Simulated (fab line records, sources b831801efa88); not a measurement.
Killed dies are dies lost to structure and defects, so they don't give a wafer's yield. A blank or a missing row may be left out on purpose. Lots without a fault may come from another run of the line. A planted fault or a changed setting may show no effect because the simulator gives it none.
Problem report in the 8D (eight disciplines) form, filled by code | flow gf180mcu | the parts of the form that need people (team, actions taken, sign-off) are left out

1. THE PROBLEM
V4_CVD_00_THK at GF_V4_THK_MEAS_01 reads a mean of 301 nm on 9 wafers of 3 lots; wafers without a fault read 600 nm with a standard deviation of 6.1. That is -49 standard deviations from the usual mean.
First seen on wafer L518.1, day 26 16:35, on film_metro-01. The record holds 39 wafers of 13 lots with a number at this step. Rule for "out", or "out of limits": more than 4 standard deviations from the usual mean. The other wafers with a number count as sound.

2. WHAT IT IS AND WHAT IT IS NOT
question                    | is                           | is not
which readings at this step | V4_CVD_00_THK                | -
which lots                  | L518, L522, L524             | L511, L512, L515, L516, L517, L519, L520, L532, L533, L534
which wafers of those lots  | all that have a number       | -
read on which gauges        | film_metro-01, film_metro-03 | film_metro-04
when                        | from day 26 16:35            | up to then (18 sound wafers); but 12 sound wafers of L520, L532, L533, L534 came after

3. SUSPECTS, AND WHAT RULES EACH OUT
Counting: a tool at a process step up to the reading stays a suspect if it ran every lot that is out and no sound lot after the first of them.
- the gauge at GF_V4_THK_MEAS_01: ruled out. The wafers that are out were read on 2 gauges (film_metro-01, film_metro-03).
- cvd_w-02 at GF_V3_CVD_23 (deposits W, target thk 350 nm, time 104.9 s): ruled out as a lasting fault. Sound lots L520, L533 ran on it after its first lot that is out, L518 (day 25 18:05).
- hdpcvd-01 at GF_V4_CVD_00 (deposits SiO2, target thk 600 nm, time 100 s): kept. It ran every lot that is out, first L518 (day 26 16:31), and no sound lot after that; its last sound lot up to then is L519 (day 26 13:48). Its own readings are out on those wafers: sih4_flow_sccm.
Left after counting: hdpcvd-01 at GF_V4_CVD_00.

4. THE CAUSE (what the simulator had put in)
Process parameter drift: hdpcvd-01, from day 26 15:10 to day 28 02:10, at GF_V4_CVD_00. Setting sih4_flow_sccm, moved by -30, from 60. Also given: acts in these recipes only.
Counting left only this tool.

5. THE CHAIN OF EFFECTS, in route order
Each row: a reading whose mean over the struck wafers that have a number lies more than 3 standard deviations from the usual. Only readings for which the record gives a usual standard deviation are gone through. hours: the time from each lot's start at the first step in this table that gives one to its start at this step, as a median over the lots. sigmas: the change in usual standard deviations.
hours | step              | reading        | usual      | on struck wafers | change | sigmas
0     | GF_V4_CVD_00      | sih4_flow_sccm | 60.03 sccm | 29.94            | -30.09 | -99 or more
0     | GF_V4_THK_MEAS_01 | V4_CVD_00_THK  | 600 nm     | 301              | -299   | -49
The process steps in it:
- GF_V4_CVD_00: deposits SiO2, target thk 600 nm, time 100 s.
Later measuring or inspecting steps at which every struck wafer that the step has a row for has a number for every such reading, and none has moved that far: GF_V4_THK_MEAS_03.

6. WHAT WOULD HAVE CAUGHT IT SOONER
In this record the first reading out of limits at a measuring or inspecting step was taken at day 26 16:35, 1 hour after the fault began at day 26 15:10.
The tool's own readings at GF_V4_CVD_00 were out on every struck wafer that the step has a row for (sih4_flow_sccm): an alarm limit on them would have fired on the first of those.
Of the lots that are out (3), L522, L524 began GF_V4_CVD_00 on hdpcvd-01 after day 26 16:35. A hold on the tool at that time would have spared those 2.
